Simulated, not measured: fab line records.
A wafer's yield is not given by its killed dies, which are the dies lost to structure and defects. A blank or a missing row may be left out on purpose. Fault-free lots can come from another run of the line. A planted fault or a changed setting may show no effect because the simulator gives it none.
fab line records	flow sky130
record lots=6	wafers=18	last-day=51
route steps=708 shown SONOS_ONO@176 GATE_OXIDE@187 POLY_GATE@204 PAD_OPEN@708
lots with no fault: from the same line, run without faults
start-h: hours from the record's opening day to when the first of the lot's shown wafers began	wait-h: hours from the lot's prior step to this one	" same as the row above	L1.1+2: a single row standing in for several wafers	- value missing, or start not given	* or withheld: withheld	< > ~ a bound
route shown NAME@n: names a module that has steps shown in the file, with the first one's number in the route	usual: mean and standard deviation over wafers with no fault	same: alike in all rows	chamber/n: place in a boat	sites: per-site readings	_std_site: how widely they spread, as a standard deviation	_edge_site: inner sites' mean taken away from outer sites' mean	radius-mm: for every site, how far away it sits from the centre of the wafer	mask NAME#n: copy n	behind: the tool/chamber that last shaped the wafer	hold: the reason the lot was held/the length of the hold in hours/how it ended	device: whichever transistor did not switch (one of n, p or np)	end of line: tests of these same wafers at the route's end	a step without rows: its recipe alone	killed: at the first sort, the dies lost to defects and structure; wafer yield is something else	map: a wafer's dies, x killed, . not, _ none there
set.NAME: the run value of the setting; set.NAME@STEP: its run value at that earlier step	model.NAME: the simulator's own value behind a step, which no gauge read
a table for each step, a row for each wafer; lots at some steps of the route
services: the hour from which a tool's chamber was out of use, counted from the record's first day as start-h (under 0 if before that day), plus the number of hours and why
## steps
# step SKY_SONOS_ONO_COAT_08
# recipe resist=NOVOLAK	spin-rpm=3000	resist-thk-nm=1140
# step SKY_SONOS_ONO_SOFTBAKE_09
# recipe temp-c=90	time-s=60	resist=NOVOLAK
# step SKY_SONOS_ONO_EXPOSE_10
# recipe mask-id=ONOM	target-cd-nm=410	na=0.6	source-shape=conventional	sigma-outer=0.6	dose-mj=150
# step SKY_SONOS_ONO_PEB_11
# recipe temp-c=withheld	time-s=*	resist=NOVOLAK
# step SKY_SONOS_ONO_DEVELOP_12
# recipe develop-time-s=60	dev-temp-c=23
# step SKY_SONOS_ONO_CD_MEAS_13
# recipe target-cd-nm=410
# usual cd-nm=410.0/2.3
lot.wafer	tool	chamber	start-h	wait-h	cd-nm
L861.1	cd-sem-02	-	302.32	0.1	410.4
L861.4	"	-	"	"	410.7
L861.6	"	-	"	"	411.5
L870.1	cd-sem-02	-	370.53	0.1	409.4
L870.4	"	-	"	"	409.2
L870.6	"	-	"	"	411.1
L871.3	cd-sem-01	-	377.83	0.1	410.5
L871.4	"	-	"	"	412.5
L871.6	"	-	"	"	411.1
L878.1	cd-sem-02	-	444.64	0.1	411.5
L878.2	"	-	"	"	412.2
L878.4	"	-	"	"	410.5
L881.2	cd-sem-01	-	502.15	0.1	411.6
L881.4	"	-	"	"	411.5
L881.5	"	-	"	"	412.6
L880.1	cd-sem-02	-	502.97	0.1	406.5
L880.5	"	-	"	"	408.4
L880.6	"	-	"	"	407.7
# step SKY_SONOS_ONO_OVL_MEAS_14
# usual SONOS_ONO_OVL=-1.0/1.3
lot.wafer	tool	chamber	start-h	wait-h	SONOS_ONO_OVL[nm]
L861.1	overlay-01	-	302.44	0.1	0.3
L861.4	"	-	"	"	1.8
L861.6	"	-	"	"	0.8
L870.1	overlay-01	-	370.65	0.1	-2.4
L870.4	"	-	"	"	-1.0
L870.6	"	-	"	"	-0.7
L871.3	overlay-02	-	377.92	0.1	0.6
L871.4	"	-	"	"	-0.6
L871.6	"	-	"	"	-1.4
L878.1	overlay-01	-	444.76	0.1	-2.4
L878.2	"	-	"	"	-1.4
L878.4	"	-	"	"	-1.7
L881.2	overlay-01	-	502.26	0.1	-2.9
L881.4	"	-	"	"	-1.9
L881.5	"	-	"	"	-1.7
L880.1	overlay-02	-	503.09	0.1	-1.3
L880.5	"	-	"	"	-1.3
L880.6	"	-	"	"	-2.6
# step SKY_SONOS_ONO_ETCH_15
# recipe target-depth-nm=19.52	chemistry=CHF3/O2	source-w=613	bias-w=200	pressure-mtorr=40	chf3-flow-sccm=50	O2_flow_sccm=5	time-s=7.8
# usual drypump-motor-current-A=5.8/0.34	oes-product-au=1.006/0.011	throttle-valve-pct=8.827/0.0099
lot.wafer	tool	chamber	start-h	wait-h	drypump-motor-current-A	oes-product-au	rf-hours-counter-h	throttle-valve-pct
L861.1	rie-diel-01	2	302.47	0.0	5.4	1.008	7	8.833
L861.4	"	0	"	"	5.8	1.012	68	8.836
L861.6	"	2	"	"	5.4	1.014	-	8.824
L870.1	rie-diel-04	1	370.69	0.0	5.8	0.987	69	8.809
L870.4	"	3	"	"	5.9	1.001	77	8.829
L870.6	"	0	"	"	5.7	0.999	-	8.835
L871.3	rie-diel-02	1	377.94	0.0	5.6	1.015	14	8.814
L871.4	"	0	"	"	5.9	1.010	21	8.843
L871.6	"	2	"	"	5.8	0.985	-	8.818
L878.1	rie-diel-04	0	444.79	0.0	5.7	0.995	5	8.814
L878.2	"	2	"	"	6.4	1.025	87	8.837
L878.4	"	0	"	"	5.7	0.983	-	8.805
L881.2	rie-diel-02	2	502.29	0.0	5.8	0.992	66	8.819
L881.4	"	1	"	"	5.7	1.006	17	8.848
L881.5	"	3	"	"	5.4	0.994	-	8.823
L880.1	rie-diel-04	3	503.12	0.0	5.9	0.991	79	8.839
L880.5	"	3	"	"	6.0	1.002	-	8.822
L880.6	"	0	"	"	5.7	0.992	-	8.826
# step SKY_SONOS_ONO_WET_ETCH_16
# recipe chemistry=dHF	target-depth-nm=14	dry=n2-spin	target=SiO2	dilution=100:1	temp-c=25	time-s=280
# step SKY_SONOS_ONO_STRIP_17
# recipe chemistry=O2/N2	power-w=1400	pressure-mtorr=1500	platen-temp-c=withheld	o2-flow-sccm=3000	n2-flow-sccm=300	overash-fraction=0.5
# usual drypump-motor-current-A=5.98/0.23	oes-product-au=0.709/0.0038	strip-time-to-endpoint-s=14.10/0.039
lot.wafer	tool	chamber	start-h	wait-h	drypump-motor-current-A	oes-product-au	rf-hours-counter-h	strip-time-to-endpoint-s
L861.1	plasma-asher-01	1	302.59	0.0	5.94	0.708	63	14.03
L861.4	"	1	"	"	5.97	0.711	-	14.07
L861.6	"	0	"	"	5.80	0.705	-	14.06
L870.1	plasma-asher-01	1	370.80	0.0	5.99	0.709	69	14.10
L870.4	"	0	"	"	5.81	0.706	-	14.08
L870.6	"	0	"	"	5.82	0.716	-	14.10
L871.3	plasma-asher-04	0	378.09	0.0	6.39	0.705	-	14.12
L871.4	"	1	"	"	5.78	0.710	-	14.14
L871.6	"	0	"	"	6.40	0.708	-	14.13
L878.1	plasma-asher-02	0	444.90	0.0	6.33	0.710	32	14.07
L878.2	"	1	"	"	5.82	0.706	32	14.08
L878.4	"	1	"	"	5.82	0.712	-	14.06
L881.2	plasma-asher-01	1	502.40	0.0	5.98	0.707	5	14.06
L881.4	"	0	"	"	5.80	0.710	-	14.04
L881.5	"	1	"	"	5.96	0.715	-	14.07
L880.1	plasma-asher-04	1	503.23	0.0	5.78	0.705	68	14.04
L880.5	"	0	"	"	6.38	0.715	-	14.04
L880.6	"	1	"	"	5.78	0.713	-	14.08
# step SKY_SONOS_ONO_WET_ETCH_18
# recipe chemistry=H3PO4	target-depth-nm=15	target=Si3N4	temp-c=160	time-s=172
# step SKY_GATE_OXIDE_CLEAN_00
# recipe chemistry=SC1/SC2	mix=1:4:20	temp-c=70	time-s=150	dry=n2-spin
# step SKY_GATE_OXIDE_OXIDATION_01
# recipe temp-c=900	ambient=O2	stabilise-s=600	purge-s=300	target-thk-a=102.68	ox-time-s=1473
# usual spike-tc-centre-C=899.7/0.94	spike-tc-lower-C=899.5/0.98	spike-tc-top-C=911.7/1.2	spike-tc-upper-C=901.5/1	tube-center-temp-C=900/0.083	tube_center_temp_C_max=902.3/0.36	zone-power-bottom-pct=34.2/1.3	zone-power-centre-pct=20.6/2.4
lot.wafer	tool	chamber	start-h	wait-h	spike-tc-centre-C	spike-tc-lower-C	spike-tc-top-C	spike-tc-upper-C	tube-center-temp-C	tube_center_temp_C_max	zone-power-bottom-pct	zone-power-centre-pct	model.SiO2_of_GATE_OXIDE_OXIDATION_01.thk-nm
L861.1	furnace-01	0	304.36	1.6	899.6	898.2	910.3	901.2	900.06	903.0	35.1	21.4	10.26
L861.4	"	0	"	"	898.6	900.5	911.8	901.0	900.07	902.2	34.6	21.4	10.3
L861.6	"	0	"	"	899.2	897.6	912.4	901.0	900.09	902.3	35.4	22.4	10.31
L870.1	furnace-01	0	378.71	7.7	892.1	893.7	905.0	896.3	893.96	896.5	34.7	21.8	9.66
L870.4	"	0	"	"	893.7	894.3	906.1	895.3	894.09	896.4	35.1	21.7	9.677
L870.6	"	0	"	"	894.6	895.1	906.8	896.4	893.9	895.8	33.7	21.3	9.719
L871.3	furnace-01	0	378.71	0.4	891.9	892.8	906.7	895.6	893.93	897.0	33.7	21.9	9.858
L871.4	"	0	"	"	893.6	894.6	904.1	896.6	893.82	896.1	34.0	21.8	9.585
L871.6	"	0	"	"	892.6	891.8	906.2	895.8	894.06	896.5	34.3	22.0	9.692
L878.1	furnace-01	0	445.11	0.0	899.9	899.0	910.8	901.6	900.12	903.2	34.9	22.0	9.956
L878.2	"	0	"	"	900.5	900.5	911.6	898.9	899.94	902.5	34.9	21.9	9.872
L878.4	"	0	"	"	900.2	898.0	910.8	904.3	899.97	902.8	34.9	22.2	9.98
L881.2	furnace-01	0	502.61	0.0	899.6	898.1	911.6	900.1	900.11	902.2	34.8	22.0	9.928
L881.4	"	0	"	"	900.3	899.3	910.4	901.9	900.16	903.3	34.9	22.1	9.889
L881.5	"	0	"	"	899.7	899.5	909.9	902.5	900.06	902.5	35.2	22.1	10.06
L880.1	furnace-01	0	504.02	0.6	900.3	899.6	913.2	902.9	900.1	902.4	35.5	21.7	10.12
L880.5	"	0	"	"	901.1	898.1	910.7	900.5	899.96	902.4	35.9	22.1	9.889
L880.6	"	0	"	"	899.2	899.9	910.0	901.7	900.07	902.8	35.0	22.4	10.03
# step SKY_GATE_OXIDE_THK_MEAS_02
# recipe reads=SiO2_of_GATE_OXIDE_OXIDATION_01
# usual GATE_OXIDE_OXIDATION_00_THK=10.19/0.16
lot.wafer	tool	chamber	start-h	wait-h	GATE_OXIDE_OXIDATION_00_THK[nm]
L861.1	film-metro-02	-	305.77	0.0	10.27
L861.4	"	-	"	"	10.31
L861.6	"	-	"	"	10.26
L870.1	film-metro-02	-	380.12	0.0	9.60
L870.4	"	-	"	"	9.71
L870.6	"	-	"	"	9.68
L871.3	film-metro-03	-	380.14	0.0	9.86
L871.4	"	-	"	"	9.55
L871.6	"	-	"	"	9.73
L878.1	film-metro-01	-	446.52	0.0	9.95
L878.2	"	-	"	"	9.89
L878.4	"	-	"	"	10.00
L881.2	film-metro-01	-	504.03	0.0	9.98
L881.4	"	-	"	"	9.87
L881.5	"	-	"	"	10.05
L880.1	film-metro-01	-	505.43	0.0	10.07
L880.5	"	-	"	"	9.89
L880.6	"	-	"	"	10.05
# step SKY_GATE_OXIDE_DEHYDRATE_03
# recipe temp-c=200	time-s=60
# step SKY_GATE_OXIDE_HMDS_04
# recipe prime-time-s=60	prime-temp-c=120
# step SKY_GATE_OXIDE_COAT_05
# recipe resist=NOVOLAK	spin-rpm=3000	resist-thk-nm=1140
# step SKY_GATE_OXIDE_SOFTBAKE_06
# recipe temp-c=90	time-s=60	resist=NOVOLAK
# step SKY_GATE_OXIDE_EXPOSE_07
# recipe mask-id=LVOM	na=0.6	source-shape=conventional	sigma-outer=0.6	polarization=unpolarized	target-cd-nm=600	dose-mj=170
# step SKY_GATE_OXIDE_PEB_08
# recipe temp-c=withheld	time-s=*	resist=NOVOLAK
# step SKY_GATE_OXIDE_DEVELOP_09
# recipe resist=NOVOLAK	developer=TMAH	develop-time-s=60	dev-temp-c=23
# step SKY_GATE_OXIDE_OVL_MEAS_10
# usual GATE_OXIDE_OVL=1.2/1.4
lot.wafer	tool	chamber	start-h	wait-h	GATE_OXIDE_OVL[nm]
L861.1	overlay-02	-	331.74	0.1	-2.1
L861.4	"	-	"	"	-0.7
L861.6	"	-	"	"	-1.7
L870.1	overlay-01	-	407.48	0.1	2.6
L870.4	"	-	"	"	1.5
L870.6	"	-	"	"	3.5
L871.3	overlay-01	-	408.00	0.1	0.9
L871.4	"	-	"	"	2.3
L871.6	"	-	"	"	1.6
L878.1	overlay-02	-	476.03	0.1	-0.7
L878.2	"	-	"	"	-0.7
L878.4	"	-	"	"	-0.8
L881.2	overlay-02	-	534.09	0.1	1.4
L881.4	"	-	"	"	2.6
L881.5	"	-	"	"	1.4
L880.1	overlay-02	-	536.34	0.1	0.6
L880.5	"	-	"	"	1.3
L880.6	"	-	"	"	1.1
# step SKY_GATE_OXIDE_IMPLANT_11
# recipe species=B	energy-kev=10	dose-cm2=2.6e+12	tilt-deg=withheld
# step SKY_GATE_OXIDE_WET_ETCH_12
# recipe chemistry=dHF	target-depth-nm=16.8	dry=n2-spin	target=SiO2	dilution=100:1	temp-c=25	time-s=336
# step SKY_GATE_OXIDE_STRIP_13
# recipe chemistry=O2/N2	power-w=1400	pressure-mtorr=1500	platen-temp-c=withheld	o2-flow-sccm=3000	n2-flow-sccm=300	overash-fraction=0.5
# usual drypump-motor-current-A=6.0/0.33	oes-product-au=0.716/0.0047	strip-time-to-endpoint-s=14.17/0.043
lot.wafer	tool	chamber	start-h	wait-h	drypump-motor-current-A	oes-product-au	rf-hours-counter-h	strip-time-to-endpoint-s
L861.1	plasma-asher-04	0	332.03	0.0	6.4	0.712	50	14.11
L861.4	"	1	"	"	5.8	0.718	-	14.13
L861.6	"	0	"	"	6.4	0.713	-	14.11
L870.1	plasma-asher-04	0	407.77	0.0	6.4	0.715	58	14.14
L870.4	"	0	"	"	6.4	0.725	-	14.13
L870.6	"	0	"	"	6.4	0.720	-	14.22
L871.3	plasma-asher-01	1	408.31	0.0	6.0	0.712	-	14.20
L871.4	"	0	"	"	5.8	0.717	-	14.20
L871.6	"	0	"	"	5.8	0.713	-	14.28
L878.1	plasma-asher-01	1	476.32	0.0	6.0	0.717	3	14.13
L878.2	"	0	"	"	5.8	0.718	3	14.15
L878.4	"	0	"	"	5.8	0.726	-	14.16
L881.2	plasma-asher-01	0	534.37	0.0	5.8	0.720	9	14.18
L881.4	"	0	"	"	5.8	0.717	-	14.17
L881.5	"	0	"	"	5.8	0.723	-	14.17
L880.1	plasma-asher-01	1	536.62	0.0	6.0	0.721	9	14.13
L880.5	"	1	"	"	6.0	0.716	-	14.09
L880.6	"	0	"	"	5.8	0.715	-	14.11
# step SKY_GATE_OXIDE_TW_MEAS_14
# usual GATE_OXIDE_TW=223/3.3
lot.wafer	tool	chamber	start-h	wait-h	GATE_OXIDE_TW
L861.1	film-metro-03	-	332.13	0.1	220
L861.4	"	-	"	"	220
L861.6	"	-	"	"	220
L870.1	film-metro-02	-	407.87	0.1	227
L870.4	"	-	"	"	227
L870.6	"	-	"	"	226
L871.3	film-metro-01	-	408.40	0.1	220
L871.4	"	-	"	"	221
L871.6	"	-	"	"	221
L878.1	film-metro-01	-	476.42	0.1	221
L878.2	"	-	"	"	222
L878.4	"	-	"	"	221
L881.2	film-metro-02	-	534.48	0.1	228
L881.4	"	-	"	"	228
L881.5	"	-	"	"	226
L880.1	film-metro-01	-	536.72	0.1	221
L880.5	"	-	"	"	221
L880.6	"	-	"	"	222
# step SKY_GATE_OXIDE_CLEAN_15
# recipe chemistry=SC1/SC2	mix=1:4:20	temp-c=70	time-s=150	dry=n2-spin
# step SKY_GATE_OXIDE_OXIDATION_16
# recipe temp-c=796.6	ambient=O2	idle-temp-c=700	ramp-up-c-per-min=10	ramp-down-c-per-min=3	stabilise-s=600	purge-s=300	target-thk-a=35.7	ox-time-s=1915
# usual ox-temp-c=796.5/0.34	spike-tc-centre-C=796.4/1.1	spike-tc-lower-C=796.2/1	spike-tc-top-C=810.4/1.2	spike-tc-upper-C=798.0/1.2	tube-center-temp-C=796.6/0.065	tube_center_temp_C_max=798.6/0.32	zone-power-bottom-pct=26.1/1.1	zone-power-centre-pct=15.4/2.2
lot.wafer	tool	chamber	start-h	wait-h	ox-temp-c	spike-tc-centre-C	spike-tc-lower-C	spike-tc-top-C	spike-tc-upper-C	tube-center-temp-C	tube_center_temp_C_max	zone-power-bottom-pct	zone-power-centre-pct	model.SiO2_of_GATE_OXIDE_OXIDATION_01.thk-nm
L861.1	furnace-02	0	332.59	0.3	796.6	795.7	795.8	809.1	797.4	796.62	798.8	24.6	12.8	11.53
L861.4	"	0	"	"	796.5	799.3	796.5	810.5	796.6	796.54	798.3	24.6	12.5	11.55
L861.6	"	0	"	"	796.3	798.4	796.3	811.2	796.7	796.55	799.8	24.6	12.8	11.57
L870.1	furnace-01	0	415.02	7.0	796.2	794.8	794.4	811.4	799.3	796.64	798.9	27.4	17.3	10.95
L870.4	"	0	"	"	796.5	796.5	797.4	811.4	798.7	796.59	798.3	27.0	17.2	10.99
L870.6	"	0	"	"	796.5	796.8	794.9	808.9	799.1	796.55	798.9	27.3	17.2	11
L871.3	furnace-01	0	415.02	6.5	796.4	796.7	795.9	809.0	799.3	796.73	798.8	26.9	17.3	11.13
L871.4	"	0	"	"	796.7	795.3	797.9	809.4	798.2	796.63	799.2	26.9	17.4	10.94
L871.6	"	0	"	"	796.8	797.7	795.2	810.6	798.6	796.58	798.3	27.0	17.2	11.01
L878.1	furnace-02	0	476.54	0.0	796.7	796.6	796.5	811.1	798.4	796.66	799.0	25.0	12.6	11.24
L878.2	"	0	"	"	796.6	795.4	797.8	811.2	796.9	796.53	798.3	25.3	12.8	11.15
L878.4	"	0	"	"	796.6	796.2	796.1	810.4	794.9	796.73	799.2	24.8	12.6	11.26
L881.2	furnace-01	0	534.58	0.0	797.4	794.7	794.9	809.9	796.6	796.68	798.0	27.0	17.3	11.19
L881.4	"	0	"	"	796.9	796.0	797.4	810.3	797.1	796.72	798.5	27.1	17.4	11.12
L881.5	"	0	"	"	796.9	792.8	796.8	807.4	798.9	796.66	799.2	27.1	17.1	11.31
L880.1	furnace-02	0	536.93	0.1	795.6	793.9	796.1	811.8	797.9	796.61	798.3	24.4	12.7	11.38
L880.5	"	0	"	"	796.9	794.8	796.7	812.8	798.4	796.48	798.3	24.7	12.8	11.21
L880.6	"	0	"	"	796.1	797.6	795.0	810.6	796.6	796.62	798.7	24.8	12.7	11.34
# step SKY_POLY_GATE_CVD_00
# recipe material=poly-Si	target-thk-nm=180	temp-c=620	time-s=720	pressure-mtorr=200
# step SKY_PAD_OPEN_PROBE_99
# usual killed_at_M0_to_M3=43/6.8	killed_at_M4_up=3.1/1.8	killed-at-contacts=25/5.8	killed-at-front-end=15/4.2	killed-at-other=0.3/0.5	killed-dies=87/9.7	killed-open=47/7.3	killed-short=39/6.6
# same gross-dies=492	killed-at-back-side=0
lot.wafer	tool	chamber	start-h	wait-h	killed_at_M0_to_M3	killed_at_M4_up	killed-at-contacts	killed-at-front-end	killed-at-other	killed-dies	killed-open	killed-short	model.etest.nfet_16v.r-on-ohm-um	model.etest.tip-sonos.rs-ohm-sq	model.etest.pfet-g5v0d10v5.r-on-ohm-um	model.etest.nfet-g5v0d10v5.r-on-ohm-um	model.etest.nfet-g5v0d10v5.drive-ua-um	model.etest.nfet_05v0_nvt.drive-ua-um	model.etest.pfet-g5v0d10v5.drive-ua-um	model.etest.nfet_16v.drive-ua-um
L861.1	prober-01	-	1098.24	0.1	36	2	26	16	0	80	50	30	1.399e+04	2606	4789	1893	606.8	574.2	338.1	220.5
L861.4	prober-01	-	1098.39	0.2	42	3	21	15	1	82	40	42	1.4e+04	2592	4843	1902	603.2	577.1	332.2	221.9
L861.6	prober-01	-	1098.49	0.2	48	0	25	14	1	88	47	41	1.401e+04	2620	4831	1883	603.3	577.4	336.4	221.6
L870.1	prober-01	-	1150.94	0.1	32	3	27	16	1	79	50	29	1.352e+04	2529	4635	1830	630.4	600.8	357.5	236.7
L870.4	prober-01	-	1151.09	0.2	41	4	31	15	0	91	45	46	1.351e+04	2508	4651	1849	634.6	599.6	349.1	234.8
L870.6	prober-01	-	1151.19	0.2	42	3	29	18	0	92	54	38	1.346e+04	2534	4595	1843	634.4	599.3	354.7	236.4
L871.3	prober-02	-	1155.66	0.2	40	5	31	11	0	87	44	43	1.379e+04	2559	4644	1868	630.2	588.1	352.9	229.4
L871.4	prober-02	-	1155.71	0.2	48	3	32	13	0	96	49	47	1.363e+04	2528	4570	1845	631.1	600.9	358.4	233.6
L871.6	prober-02	-	1155.81	0.2	56	3	31	15	0	105	53	52	1.36e+04	2526	4534	1841	630.2	600.5	363.6	233
L878.1	prober-02	-	1189.90	0.1	46	3	27	10	0	86	54	32	1.393e+04	2577	4739	1869	612.5	590.3	341	226.7
L878.2	prober-02	-	1189.95	0.1	54	4	22	18	0	98	48	50	1.377e+04	2531	4677	1857	630.2	594	351.1	231.5
L878.4	prober-02	-	1190.05	0.2	37	5	19	24	2	87	45	42	1.379e+04	2583	4722	1871	614.6	588.9	348.8	228.4
L881.2	prober-01	-	1214.54	0.1	47	7	20	17	1	92	47	45	1.371e+04	2582	4723	1862	628.3	597.4	347.5	233.3
L881.4	prober-01	-	1214.64	0.2	47	1	28	15	0	91	46	45	1.353e+04	2587	4696	1857	632.8	597.7	352.6	237.9
L881.5	prober-01	-	1214.69	0.2	43	2	23	13	0	81	47	34	1.368e+04	2607	4711	1846	618.9	596.2	347	231.9
L880.1	prober-02	-	1216.91	0.1	63	5	15	13	0	96	55	40	1.413e+04	2638	4720	1873	614.9	582.8	345.1	221.7
L880.5	prober-02	-	1217.11	0.2	52	4	21	12	1	90	36	51	1.405e+04	2574	4637	1807	634	594.6	350.4	229.8
L880.6	prober-02	-	1217.16	0.2	49	6	35	17	0	107	48	59	1.398e+04	2608	4656	1883	618.8	587.2	349.7	226.6
# killed by level:class
L861.1 VIA1:geometric-particle:open=12 LI_CONTACT:geometric-particle:open=10 CONTACT:geometric-particle:open=9 VIA3:geometric-particle:open=8 POLY_GATE:geometric-particle:short=4 VIA1:geometric-particle:short=4 METAL2:geometric-particle:short=4 FIELD_ISO:geometric-particle:open=3
L861.4 VIA3:geometric-particle:open=9 VIA1:geometric-particle:open=9 CONTACT:geometric-particle:short=8 VIA1:geometric-particle:short=7 CONTACT:geometric-particle:open=6 FIELD_ISO:geometric-particle:open=4 VIA2:geometric-particle:open=4 FIELD_ISO:geometric-particle:short=3
L861.6 VIA1:geometric-particle:open=13 METAL2:geometric-particle:short=10 CONTACT:geometric-particle:open=8 VIA1:geometric-particle:short=6 VIA2:geometric-particle:open=6 LI_CONTACT:geometric-particle:open=5 LOCAL_INTERCONNECT:geometric-particle:short=5 POLY_GATE:geometric-particle:open=4
L870.1 CONTACT:geometric-particle:open=13 VIA3:geometric-particle:open=10 VIA1:geometric-particle:open=8 FIELD_ISO:geometric-particle:open=6 LI_CONTACT:geometric-particle:open=5 CONTACT:geometric-particle:short=5 VIA3:geometric-particle:short=5 POLY_GATE:geometric-particle:open=3
L870.4 CONTACT:geometric-particle:open=12 VIA1:geometric-particle:open=11 VIA3:geometric-particle:short=6 LI_CONTACT:geometric-particle:open=5 LOCAL_INTERCONNECT:geometric-particle:short=5 METAL1:geometric-particle:short=5 POLY_GATE:geometric-particle:short=4 LI_CONTACT:geometric-particle:short=4
L870.6 VIA1:geometric-particle:open=10 VIA2:geometric-particle:open=9 CONTACT:geometric-particle:open=8 LI_CONTACT:geometric-particle:open=8 CONTACT:geometric-particle:short=7 VIA3:geometric-particle:open=6 METAL2:geometric-particle:short=6 FIELD_ISO:geometric-particle:short=5
L871.3 CONTACT:geometric-particle:open=9 METAL2:geometric-particle:short=8 LI_CONTACT:geometric-particle:open=8 VIA1:geometric-particle:open=7 METAL1:geometric-particle:short=6 LI_CONTACT:geometric-particle:short=5 CONTACT:geometric-particle:short=5 POLY_GATE:geometric-particle:open=4
L871.4 VIA1:geometric-particle:open=12 CONTACT:geometric-particle:short=10 LI_CONTACT:geometric-particle:open=8 VIA2:geometric-particle:open=6 METAL1:geometric-particle:short=6 VIA3:geometric-particle:open=6 METAL2:geometric-particle:short=5 LI_CONTACT:geometric-particle:short=5
L871.6 VIA1:geometric-particle:open=15 VIA3:geometric-particle:open=11 CONTACT:geometric-particle:open=9 METAL2:geometric-particle:short=9 LI_CONTACT:geometric-particle:short=6 LI_CONTACT:geometric-particle:open=6 VIA1:geometric-particle:short=6 VIA2:geometric-particle:open=6
L878.1 CONTACT:geometric-particle:open=13 VIA1:geometric-particle:open=11 METAL1:geometric-particle:short=9 METAL2:geometric-particle:short=6 VIA3:geometric-particle:open=6 LOCAL_INTERCONNECT:geometric-particle:short=5 FIELD_ISO:geometric-particle:open=4 POLY_GATE:geometric-particle:open=4
L878.2 VIA1:geometric-particle:open=13 METAL2:geometric-particle:short=8 METAL1:geometric-particle:short=8 VIA3:geometric-particle:open=7 LI_CONTACT:geometric-particle:open=6 VIA1:geometric-particle:short=5 POLY_GATE:geometric-particle:open=5 POLY_GATE:geometric-particle:short=5
L878.4 VIA1:geometric-particle:open=10 FIELD_ISO:geometric-particle:short=6 POLY_GATE:geometric-particle:open=6 CONTACT:geometric-particle:open=6 VIA3:geometric-particle:open=6 FIELD_ISO:geometric-particle:open=5 LI_CONTACT:geometric-particle:open=5 CONTACT:geometric-particle:short=5
L881.2 VIA1:geometric-particle:open=14 CONTACT:geometric-particle:open=8 VIA1:geometric-particle:short=7 VIA3:geometric-particle:open=7 METAL4:geometric-particle:short=6 LI_CONTACT:geometric-particle:open=5 CONTACT:geometric-particle:short=5 VIA3:geometric-particle:short=5
L881.4 CONTACT:geometric-particle:open=8 LOCAL_INTERCONNECT:geometric-particle:short=8 VIA1:geometric-particle:open=8 VIA3:geometric-particle:open=7 VIA2:geometric-particle:open=6 FIELD_ISO:geometric-particle:open=5 CONTACT:geometric-particle:short=5 METAL2:geometric-particle:open=5
L881.5 VIA1:geometric-particle:open=11 CONTACT:geometric-particle:open=8 METAL2:geometric-particle:short=6 FIELD_ISO:geometric-particle:open=5 LI_CONTACT:geometric-particle:open=5 LOCAL_INTERCONNECT:geometric-particle:short=5 VIA2:geometric-particle:open=5 VIA1:geometric-particle:short=4
L880.1 VIA3:geometric-particle:open=16 VIA1:geometric-particle:open=11 METAL1:geometric-particle:short=10 VIA2:geometric-particle:open=8 METAL2:geometric-particle:short=7 CONTACT:geometric-particle:open=6 POLY_GATE:geometric-particle:short=4 LI_CONTACT:geometric-particle:open=4
L880.5 VIA1:geometric-particle:open=10 METAL1:geometric-particle:short=9 LI_CONTACT:geometric-particle:open=7 VIA1:geometric-particle:short=6 VIA3:geometric-particle:short=6 CONTACT:geometric-particle:open=5 METAL2:geometric-particle:short=5 VIA2:geometric-particle:short=4
L880.6 LI_CONTACT:geometric-particle:open=12 VIA1:geometric-particle:open=11 METAL1:geometric-particle:short=10 LOCAL_INTERCONNECT:geometric-particle:short=8 CONTACT:geometric-particle:short=7 CONTACT:geometric-particle:open=6 VIA2:geometric-particle:open=6 FIELD_ISO:geometric-particle:short=5
## services
tool	chamber	start-h	hours	kind
plasma-asher-04	-	284.07	14.6	pm
furnace-02	-	297.83	3.9	pm
plasma-asher-04	-	298.67	2.8	pm
plasma-asher-02	-	303.73	8.0	repair
plasma-asher-04	-	303.85	0.3	repair
rie-diel-02	0	305.75	6.3	repair
furnace-02	-	308.94	5.5	repair
furnace-01	-	311.09	2.3	repair
rie-diel-02	3	333.23	11.9	repair
furnace-01	-	349.97	3.6	pm
furnace-02	-	360.54	29.4	repair
plasma-asher-01	-	362.83	4.4	repair
rie-diel-04	3	374.65	3.3	repair
furnace-02	-	389.94	25.7	pm
plasma-asher-01	-	421.25	9.0	pm
furnace-02	-	438.19	4.8	pm
rie-diel-04	3	442.66	3.4	repair
rie-diel-02	2	448.41	7.6	repair
plasma-asher-01	-	456.16	15.4	repair
rie-diel-02	1	467.17	3.1	repair
rie-diel-02	0	484.82	6.2	repair
rie-diel-04	-	506.22	0.4	repair
rie-diel-02	-	516.46	0.5	repair
furnace-01	-	517.69	3.8	pm
## key
first-sign step=SKY_GATE_OXIDE_OXIDATION_01	reading=tube-center-temp-C	direction=down	sigmas=67	usual=*	struck=*
effect step=SKY_GATE_OXIDE_OXIDATION_01	reading=tube_center_temp_C_max	direction=down	sigmas=16	usual=*	struck=*
effect step=SKY_GATE_OXIDE_THK_MEAS_02	reading=GATE_OXIDE_OXIDATION_00_THK	direction=down	sigmas=3.1	usual=10.19	struck=9.69
model-effect step=SKY_GATE_OXIDE_OXIDATION_01	value=SiO2_of_GATE_OXIDE_OXIDATION_01.thk-nm	without=10.37	struck=9.699
model-effect step=SKY_GATE_OXIDE_OXIDATION_16	value=SiO2_of_GATE_OXIDE_OXIDATION_01.thk-nm	without=11.62	struck=11
model-effect step=SKY_PAD_OPEN_PROBE_99	value=etest.nfet_16v.r-on-ohm-um	without=1.394e+04	struck=1.359e+04
met-at SKY_GATE_OXIDE_OXIDATION_01
struck-wafers L870.1,L870.4,L870.6,L871.3,L871.4,L871.6
tester-left-out L870,L871
onset-between 304.36 378.71
fault kind=process-parameter-drift	tool=furnace-01	chamber=-	onset-h=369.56	steps=SKY_GATE_OXIDE_OXIDATION_01	channel=temp-c	offset=*	shape=step	end-h=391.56	acts-in=*	stated=*
# tester-left-out: of these lots the tester's yield and bins aren't shown, on N5 and GAA mostly nor the transistor test; their killed dies are dies lost to structure and defects alone, not to doping, threshold or leakage, so they don't give the yield
